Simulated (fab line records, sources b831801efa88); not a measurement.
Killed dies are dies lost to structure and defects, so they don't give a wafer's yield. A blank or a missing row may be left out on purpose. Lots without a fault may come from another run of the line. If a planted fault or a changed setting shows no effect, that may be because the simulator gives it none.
Comparing a struck lot with a sound one || flow sky130 || 16 steps out of a route of 708
Sound: the wafers L844.1, L844.3, L844.5. Struck: wafer L847.6 (L847.2, L847.4, from the same lot, were not struck and are left out); the cause is given at the end.
Per side, at each step with rows, come the tool, then ch with its chambers, and then its first start. Under that, the readings that differ: sound wafers || struck wafers || difference of the means || sigmas: that difference in standard deviations of wafers without a fault.
alike: readings whose means differ by less than 2 such deviations, and words and numbers that are the same on both sides. not compared: withheld readings, readings that some wafer has no value for, bounds like >300 that may hide the same value, and numbers for which the record gives no deviation and whose values overlap.
The two part at a step that has a row with sigmas, a row that says differs or no value, or rows on one side only. Numbers that have no deviation but don't overlap get no sigmas and don't part them. A reading that every wafer of one side lacks parts them only if that side has two wafers or more.

first, 4 steps without rows for these wafers: SKY_RES_XHIGH_EXPOSE_04 (exposes mask URPM, target cd 1270 nm); SKY_RES_XHIGH_PEB_05; SKY_RES_XHIGH_DEVELOP_06 (develop time 60 s); SKY_RES_XHIGH_IMPLANT_07.
SKY_RES_XHIGH_STRIP_08: strips in O2/N2.
  sound on plasma_asher-01 ch 0,1, day 28 14:09; struck on plasma_asher-04 ch 0, day 29 10:16
{"reading": "oes_product_au (a.u.)", "sound": "0.706 0.711 0.708", "struck": 0.717, "difference": "+0.009", "sigmas": "+2"}
  alike: drypump_motor_current_A, strip_time_to_endpoint_s
  not compared: rf_hours_counter_h
SKY_RES_XHIGH_TW_MEAS_09:
  struck on film_metro-02, day 29 10:23; sound on film_metro-03, day 28 14:15
{"reading": "RES_XHIGH_TW", "sound": "1617 1622 1628", "struck": 1656, "difference": "+34", "sigmas": "+2"}
then, 6 steps without rows for these wafers: SKY_SD_N_DEHYDRATE_00 (time 60 s); SKY_SD_N_HMDS_01 (prime time 60 s); SKY_SD_N_COAT_02 (resist thk 1140 nm); SKY_SD_N_SOFTBAKE_03 (time 60 s); SKY_SD_N_EXPOSE_04 (exposes mask NSDM, target cd 380 nm); SKY_SD_N_PEB_05.
SKY_SD_N_DEVELOP_06: develop time 60 s.
  sound on litho_track-03 ch 0, day 29 18:25; struck on litho_track-03 ch 0, day 30 14:14
SKY_SD_N_CD_MEAS_07 targets a cd of 380 nm.
  struck on cd_sem-02, day 30 14:23; sound on cd_sem-02, day 29 18:34
{"reading": "cd_nm (nm)", "sound": "385.6 386.9 385.6", "struck": 392.5, "difference": "+6.5", "sigmas": "+2"}
SKY_SD_N_OVL_MEAS_08:
  struck on overlay-02, day 30 14:30; sound on overlay-02, day 29 18:41
{"reading": "SD_N_OVL (nm)", "sound": "2.1 4.3 3.0", "struck": -2.1, "difference": -5.2, "sigmas": -3}
-- a jump in the record: the struck wafers' starts before and after are 17 days apart (it breaks off in module SD_N and resumes in module PAD_OPEN, where the first step shown is number 708 of the route) --
SKY_PAD_OPEN_PROBE_99:
  struck on prober-02, day 47 20:40; sound on prober-01, day 47 03:13
{"reading": "killed_dies", "sound": "87 93 87", "struck": 111, "difference": "+22", "sigmas": "+2"}
  alike: killed_at_M0_to_M3, killed_at_M4_up, killed_at_contacts, killed_at_front_end, killed_at_other, killed_open, killed_short

== WHERE THEY PART ==
Earliest at SKY_RES_XHIGH_STRIP_08; latest, in this record, at SKY_PAD_OPEN_PROBE_99.

WHY: what had been put in by the simulator
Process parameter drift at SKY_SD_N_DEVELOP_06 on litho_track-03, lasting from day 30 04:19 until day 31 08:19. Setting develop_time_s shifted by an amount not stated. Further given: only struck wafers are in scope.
